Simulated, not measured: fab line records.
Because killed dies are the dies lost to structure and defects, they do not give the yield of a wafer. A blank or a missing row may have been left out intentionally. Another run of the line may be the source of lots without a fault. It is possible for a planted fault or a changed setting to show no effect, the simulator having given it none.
Which of the tools did it? :: flow gf180mcu :: 42 wafers from 14 lots sampled at 4 of the route's 602 steps

WHAT THE GAUGES SHOWED, per wafer
GF_PASSIVATION_BOW_MEAS_14.
lot: L811
measured: day 28 17:35
on: film metro-03
PASSIVATION_BOW (um): 130 129 134

lot: L812
measured: day 29 07:48
on: film metro-02
PASSIVATION_BOW (um): 132 144 158

lot: L813
measured: day 29 09:20
on: film metro-01
PASSIVATION_BOW (um): 146 131 154

lot: L814
measured: day 30 00:42
on: film metro-03
PASSIVATION_BOW (um): 148 148 148

lot: L815
measured: day 30 05:20
on: film metro-01
PASSIVATION_BOW (um): 120 134 122

lot: L816
measured: day 31 01:43
on: film metro-02
PASSIVATION_BOW (um): 124 131 131

lot: L819
measured: day 31 08:18
on: film metro-01
PASSIVATION_BOW (um): 153 156 153

lot: L820
measured: day 31 21:28
on: film metro-02
PASSIVATION_BOW (um): 143 138 148

lot: L821
measured: day 31 21:48
on: film metro-01
PASSIVATION_BOW (um): 121 121 132

lot: L822
measured: day 32 08:17
on: film metro-03
PASSIVATION_BOW (um): 145 126 133

lot: L823
measured: day 32 11:22
on: film metro-01
PASSIVATION_BOW (um): 166 158 154

lot: L826
measured: day 33 14:33
on: film metro-02
PASSIVATION_BOW (um): 121 124 124

lot: L828
measured: day 34 00:07
on: film metro-02
PASSIVATION_BOW (um): 122 135 123

lot: L833
measured: day 34 21:47
on: film metro-02
PASSIVATION_BOW (um): 120 130 127

EACH LOT AND THE TOOL THAT RAN IT (in order: tool; ch and the chambers of the sampled wafers; start)
lot: L811
GF_STI_STRIP_15: plasma asher-03 ch 1, day 2 02:09
GF_MIM_SPUTTER_02: pvd sputter-01, day 24 04:38
GF_MIM_SPUTTER_04: pvd sputter-01, day 24 04:41

lot: L812
GF_STI_STRIP_15: plasma asher-04 ch 0, day 2 07:35
GF_MIM_SPUTTER_02: pvd sputter-02, day 24 17:38
GF_MIM_SPUTTER_04: pvd sputter-02, day 24 17:41

lot: L813
GF_STI_STRIP_15: plasma asher-02 ch 0,1, day 2 11:45
GF_MIM_SPUTTER_02: pvd sputter-03, day 24 18:59
GF_MIM_SPUTTER_04: pvd sputter-03, day 24 19:02

lot: L814
GF_STI_STRIP_15: plasma asher-03 ch 0,1, day 2 17:57
GF_MIM_SPUTTER_02: pvd sputter-02, day 25 13:53
GF_MIM_SPUTTER_04: pvd sputter-02, day 25 13:56

lot: L815
GF_STI_STRIP_15: plasma asher-04 ch 0,1, day 2 21:55
GF_MIM_SPUTTER_02: pvd sputter-01, day 25 17:43
GF_MIM_SPUTTER_04: pvd sputter-01, day 25 17:46

lot: L816
GF_STI_STRIP_15: plasma asher-03 ch 0,1, day 3 04:17
GF_MIM_SPUTTER_02: pvd sputter-01, day 26 18:29
GF_MIM_SPUTTER_04: pvd sputter-01, day 26 18:32

lot: L819
GF_STI_STRIP_15: plasma asher-04 ch 0, day 3 19:32
GF_MIM_SPUTTER_02: pvd sputter-03, day 27 04:08
GF_MIM_SPUTTER_04: pvd sputter-03, day 27 04:11

lot: L820
GF_STI_STRIP_15: plasma asher-03 ch 0,1, day 3 23:43
GF_MIM_SPUTTER_02: pvd sputter-01, day 27 18:19
GF_MIM_SPUTTER_04: pvd sputter-01, day 27 18:22

lot: L821
GF_STI_STRIP_15: plasma asher-02 ch 0,1, day 4 05:42
GF_MIM_SPUTTER_02: pvd sputter-02, day 27 18:37
GF_MIM_SPUTTER_04: pvd sputter-02, day 27 18:40

lot: L822
GF_STI_STRIP_15: plasma asher-03 ch 0,1, day 4 10:18
GF_MIM_SPUTTER_02: pvd sputter-02, day 28 06:28
GF_MIM_SPUTTER_04: pvd sputter-02, day 28 06:31

lot: L823
GF_STI_STRIP_15: plasma asher-04 ch 0, day 4 15:29
GF_MIM_SPUTTER_02: pvd sputter-02, day 28 10:27
GF_MIM_SPUTTER_04: pvd sputter-02, day 28 10:30

lot: L826
GF_STI_STRIP_15: plasma asher-04 ch 0,1, day 5 07:00
GF_MIM_SPUTTER_02: pvd sputter-02, day 29 16:38
GF_MIM_SPUTTER_04: pvd sputter-02, day 29 16:41

lot: L828
GF_STI_STRIP_15: plasma asher-04 ch 0,1, day 5 18:26
GF_MIM_SPUTTER_02: pvd sputter-01, day 30 04:47
GF_MIM_SPUTTER_04: pvd sputter-01, day 30 04:50

lot: L833
GF_STI_STRIP_15: plasma asher-02 ch 0,1, day 6 19:08
GF_MIM_SPUTTER_02: pvd sputter-03, day 31 07:44
GF_MIM_SPUTTER_04: pvd sputter-03, day 31 07:47
- GF_STI_STRIP_15: strips in O2/N2.
- GF_MIM_SPUTTER_02: material AlCu, target thk 450 nm, time 23.9 s.
- GF_MIM_SPUTTER_04: material TiN, target thk 50 nm, time 41.7 s.

AS READ BY THE TOOLS THEMSELVES (means over the sampled wafers that have a number; for cases with no such wafer, the mark the record gives instead)
GF_STI_STRIP_15.
lot: L811
tool: plasma asher-03
drypump motor current A (A): 5.89
heater power w (W): 392
oes product au (a.u.): 0.381
strip time to endpoint s (s): 3.68

lot: L812
tool: plasma asher-04
drypump motor current A (A): 5.37
heater power w (W): 310
oes product au (a.u.): 0.384
strip time to endpoint s (s): 3.68

lot: L813
tool: plasma asher-02
drypump motor current A (A): 5.67
heater power w (W): 348
oes product au (a.u.): 0.381
strip time to endpoint s (s): 3.68

lot: L814
tool: plasma asher-03
drypump motor current A (A): 5.64
heater power w (W): 348
oes product au (a.u.): 0.381
strip time to endpoint s (s): 3.65

lot: L815
tool: plasma asher-04
drypump motor current A (A): 5.44
heater power w (W): 331
oes product au (a.u.): 0.386
strip time to endpoint s (s): 3.65

lot: L816
tool: plasma asher-03
drypump motor current A (A): 5.65
heater power w (W): 351
oes product au (a.u.): 0.381
strip time to endpoint s (s): 3.72

lot: L819
tool: plasma asher-04
drypump motor current A (A): 5.39
heater power w (W): 316
oes product au (a.u.): 0.378
strip time to endpoint s (s): 3.70

lot: L820
tool: plasma asher-03
drypump motor current A (A): 5.76
heater power w (W): 364
oes product au (a.u.): 0.380
strip time to endpoint s (s): 3.69

lot: L821
tool: plasma asher-02
drypump motor current A (A): 5.37
heater power w (W): 346
oes product au (a.u.): 0.383
strip time to endpoint s (s): 3.70

lot: L822
tool: plasma asher-03
drypump motor current A (A): 5.76
heater power w (W): 368
oes product au (a.u.): 0.385
strip time to endpoint s (s): 3.72

lot: L823
tool: plasma asher-04
drypump motor current A (A): 5.39
heater power w (W): 314
oes product au (a.u.): 0.381
strip time to endpoint s (s): 3.67

lot: L826
tool: plasma asher-04
drypump motor current A (A): 5.41
heater power w (W): 332
oes product au (a.u.): 0.383
strip time to endpoint s (s): 3.73

lot: L828
tool: plasma asher-04
drypump motor current A (A): 5.39
heater power w (W): 329
oes product au (a.u.): 0.384
strip time to endpoint s (s): 3.69

lot: L833
tool: plasma asher-02
drypump motor current A (A): 5.38
heater power w (W): 345
oes product au (a.u.): 0.383
strip time to endpoint s (s): 3.71

GF_MIM_SPUTTER_02.
lot: L811
tool: pvd sputter-01
throttle valve pct (%): 30.3

lot: L812
tool: pvd sputter-02
throttle valve pct (%): 30.9

lot: L813
tool: pvd sputter-03
throttle valve pct (%): 29.1

lot: L814
tool: pvd sputter-02
throttle valve pct (%): 30.5

lot: L815
tool: pvd sputter-01
throttle valve pct (%): 30.4

lot: L816
tool: pvd sputter-01
throttle valve pct (%): 30.7

lot: L819
tool: pvd sputter-03
throttle valve pct (%): 29.6

lot: L820
tool: pvd sputter-01
throttle valve pct (%): 29.2

lot: L821
tool: pvd sputter-02
throttle valve pct (%): 30.4

lot: L822
tool: pvd sputter-02
throttle valve pct (%): 29.9

lot: L823
tool: pvd sputter-02
throttle valve pct (%): 30.1

lot: L826
tool: pvd sputter-02
throttle valve pct (%): 30.3

lot: L828
tool: pvd sputter-01
throttle valve pct (%): 30.3

lot: L833
tool: pvd sputter-03
throttle valve pct (%): 29.2

GF_MIM_SPUTTER_04.
lot: L811
tool: pvd sputter-01
throttle valve pct (%): 30.2

lot: L812
tool: pvd sputter-02
throttle valve pct (%): 30.7

lot: L813
tool: pvd sputter-03
throttle valve pct (%): 29.0

lot: L814
tool: pvd sputter-02
throttle valve pct (%): 30.4

lot: L815
tool: pvd sputter-01
throttle valve pct (%): 30.2

lot: L816
tool: pvd sputter-01
throttle valve pct (%): 30.5

lot: L819
tool: pvd sputter-03
throttle valve pct (%): 29.6

lot: L820
tool: pvd sputter-01
throttle valve pct (%): 29.1

lot: L821
tool: pvd sputter-02
throttle valve pct (%): 30.6

lot: L822
tool: pvd sputter-02
throttle valve pct (%): 29.7

lot: L823
tool: pvd sputter-02
throttle valve pct (%): 30.2

lot: L826
tool: pvd sputter-02
throttle valve pct (%): 30.1

lot: L828
tool: pvd sputter-01
throttle valve pct (%): 30.4

lot: L833
tool: pvd sputter-03
throttle valve pct (%): 28.9

THE ANSWER, worked out from the rows above alone
Rule: what is usual is taken from the lots themselves. Put in order of their means at a reading, lots are off if they are a third of the lots or fewer, leave a main group of 4 or more, and stand apart from it by a gap of 3 or more times the standard deviation of the main group's means; of several such gaps the widest counts. A main group is skipped when, at the precision printed for the reading in the tables above, its means are all equal. Also off: a lot with no number at a reading for which 4 or more lots have one. The other lots that the step has rows for count as sound. First the gauges in route order, then the tools' own readings, where a lot's mean is used as printed above. At the first step where some lot is off, the reading lying furthest off is the one used; lots without a number count as furthest.
None of the lots is off at any reading shown; this tells nothing.

WHAT THE SIMULATOR PUT IN
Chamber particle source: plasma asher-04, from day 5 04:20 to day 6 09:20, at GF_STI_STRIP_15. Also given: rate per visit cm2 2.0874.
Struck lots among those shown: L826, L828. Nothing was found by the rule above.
